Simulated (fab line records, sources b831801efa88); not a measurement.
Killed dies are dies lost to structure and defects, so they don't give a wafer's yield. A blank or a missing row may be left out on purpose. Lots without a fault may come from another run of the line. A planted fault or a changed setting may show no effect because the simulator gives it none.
Which tool did it? | flow sky130 | 11 lots, 33 wafers sampled, at 1 step of a route of 708

WHAT THE GAUGES READ, wafer by wafer
SKY_METAL3_OVL_MEAS_14.
lot  | measured     | on         | METAL3_OVL (nm)
L256 | day 38 12:33 | overlay-01 | 6 11 15
L258 | day 39 11:16 | overlay-01 | -4 9 3
L260 | day 40 08:08 | overlay-02 | 1 2 -9
L263 | day 40 21:19 | overlay-01 | -2 1 5
L267 | day 41 23:50 | overlay-01 | 3 1 1
L268 | day 42 05:17 | overlay-02 | 11 4 6
L269 | day 42 09:53 | overlay-01 | 12 4 6
L274 | day 43 19:58 | overlay-01 | -5 -7 -4
L276 | day 44 04:26 | overlay-01 | 6 11 2
L278 | day 45 06:04 | overlay-01 | 9 6 5
L279 | day 45 06:37 | overlay-01 | 11 -2 2

WHICH TOOL RAN EACH LOT (tool, then ch and the chambers of the sampled wafers, then the start)
The record holds no process step before these readings.

WHAT THE TOOLS THEMSELVES READ (means of the sampled wafers that have a number; where no wafer has one, the mark that the record gives instead)
The record holds no such reading with a usual standard deviation.

THE ANSWER, worked out from the rows above alone
Rule: what is usual is taken from the lots themselves. Put in order of their means at a reading, lots are off if they are a third of the lots or fewer, leave a main group of 4 or more, and stand apart from it by a gap of 3 or more times the standard deviation of the main group's means; of several such gaps the widest counts. A main group whose means are all the same, to the digits that the tables above print for the reading, isn't used. A lot without any number at a reading at which 4 lots or more have one is off too. The other lots that the step has rows for count as sound. The gauges are gone through in route order, then the tools' own readings, and for those a lot's mean is taken as printed above. The first step at which some lot is off is used, and at that step the reading that is off furthest; a lot without a number counts as furthest.
No lot is off at any reading shown: from this, nothing can be told.

WHAT THE SIMULATOR HAD PUT IN
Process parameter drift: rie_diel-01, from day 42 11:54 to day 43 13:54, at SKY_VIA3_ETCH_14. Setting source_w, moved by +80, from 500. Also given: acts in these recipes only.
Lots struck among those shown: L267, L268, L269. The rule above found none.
